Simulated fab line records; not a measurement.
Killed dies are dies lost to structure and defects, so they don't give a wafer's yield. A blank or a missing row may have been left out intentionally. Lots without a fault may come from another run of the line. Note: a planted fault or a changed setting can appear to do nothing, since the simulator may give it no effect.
Struck lot and sound lot, side by side -- flow sky130 -- 15 steps out of a route of 708
Sound: wafers L269.4, L269.5, L269.6. The struck wafers were L266.2, L266.4, L266.5. The cause is named last.
Each step with rows lists, per side, the tool, then ch with its chambers, then its first start. Under that, the readings that differ: sound wafers -- struck wafers -- difference of the means -- sigmas: that difference in standard deviations of wafers without a fault.
alike: readings whose means differ by less than 2 such deviations, and words and numbers that are the same on both sides. not compared: withheld readings, readings that some wafer has no value for, bounds like >300 that may hide the same value, and numbers for which the record gives no deviation and whose values overlap.
A row with sigmas, a row that says differs or no value, or rows on one side alone: a step with any of these is where the two part. Numbers that have no deviation but don't overlap get no sigmas and don't part them. Lack of a reading on every wafer of one side parts them only where that side has two or more wafers.

first, 8 steps without rows for these wafers: SKY_LOCAL_INTERCONNECT_DEHYDRATE_03 (time 60 s); SKY_LOCAL_INTERCONNECT_HMDS_04 (prime time 60 s); SKY_LOCAL_INTERCONNECT_COAT_05 (resist thk 60 nm); SKY_LOCAL_INTERCONNECT_COAT_06 (resist thk 450 nm); SKY_LOCAL_INTERCONNECT_SOFTBAKE_07 (time 90 s); SKY_LOCAL_INTERCONNECT_EXPOSE_08 (exposes mask LI1M, target cd 170 nm); SKY_LOCAL_INTERCONNECT_PEB_09; SKY_LOCAL_INTERCONNECT_DEVELOP_10 (develop time 60 s).
SKY_LOCAL_INTERCONNECT_CD_MEAS_11 targets a cd of 170 nm.
  sound on cdSem-02, day 35 20:29; struck on cdSem-01, day 35 00:44
  alike: cdNm
SKY_LOCAL_INTERCONNECT_OVL_MEAS_12:
  sound on overlay-02, day 35 20:34; struck on overlay-01, day 35 00:50
  alike: LOCAL_INTERCONNECT_OVL
SKY_LOCAL_INTERCONNECT_ETCH_13: etches BARC in N2/H2, stops on SiO2, time 45.9 s, target depth 60 nm.
  sound on rieMetal-01 ch 0,1, day 35 20:36; struck on rieMetal-02 ch 0,1, day 35 00:52
  alike: drypumpMotorCurrentA, n2FlowSccm, oesProductAu, throttleValvePct
  not compared: rfHoursCounterH
SKY_LOCAL_INTERCONNECT_METAL_ETCH_14: etches TiN in Cl2/BCl3, stops on PSG, target depth 110 nm, time 31.4 s.
  sound on rieMetal-01 ch 0,1, day 35 20:40; struck on rieMetal-02 ch 0,1, day 35 00:58
  alike: drypumpMotorCurrentA, oesProductAu, throttleValvePct
  not compared: rfHoursCounterH
SKY_LOCAL_INTERCONNECT_STRIP_15: strips in O2/N2.
  sound on plasmaAsher-03 ch 0,1, day 35 20:44; struck on plasmaAsher-02 ch 0,1, day 35 01:02
  no value came back on the struck wafers for any of 5 readings (chamberPressureMTorr (mTorr), drypumpMotorCurrentA (A) and others); on the sound wafers chamberPressureMTorr (mTorr) reads 1498.3 1500.0 1499.8
reading,sound,struck,difference,sigmas
model.KrF-thick_of_LOCAL_INTERCONNECT_COAT_06.thkNm (nm),0 0 0,352.1 350 351.9,+351.3,
  not compared: rfHoursCounterH
then, 1 step without rows for these wafers: SKY_LOCAL_INTERCONNECT_STRIP_16 (strips in post etch residue remover, time 1200 s).
-- the record jumps here: 14 days lie between the struck wafers' starts before and after (it left off in module LOCAL_INTERCONNECT and takes up again in module PAD_OPEN, whose first step shown is number 708 of the route) --
SKY_PAD_OPEN_PROBE_99:
  sound on prober-02, day 49 17:14; struck on prober-02, day 49 03:41
reading,sound,struck,difference,sigmas
killedAtContacts,25 27 23,417 436 435,+404,+72
killedDies,98 92 90,492 492 492,+399,+43
killedOnRim,20 19 22,96 96 96,+76,+20
  alike: killed_at_M0_to_M3, killed_at_M4_up, killedAtFrontEnd, killedAtOther, killedOpen, killedShort

## WHERE THEY PART
At SKY_LOCAL_INTERCONNECT_STRIP_15 first; at SKY_PAD_OPEN_PROBE_99 last (within this record only).

WHY: what had been put in by the simulator
At SKY_LOCAL_INTERCONNECT_STRIP_15, the step was skipped entirely on plasmaAsher-02 from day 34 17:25 on. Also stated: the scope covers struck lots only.
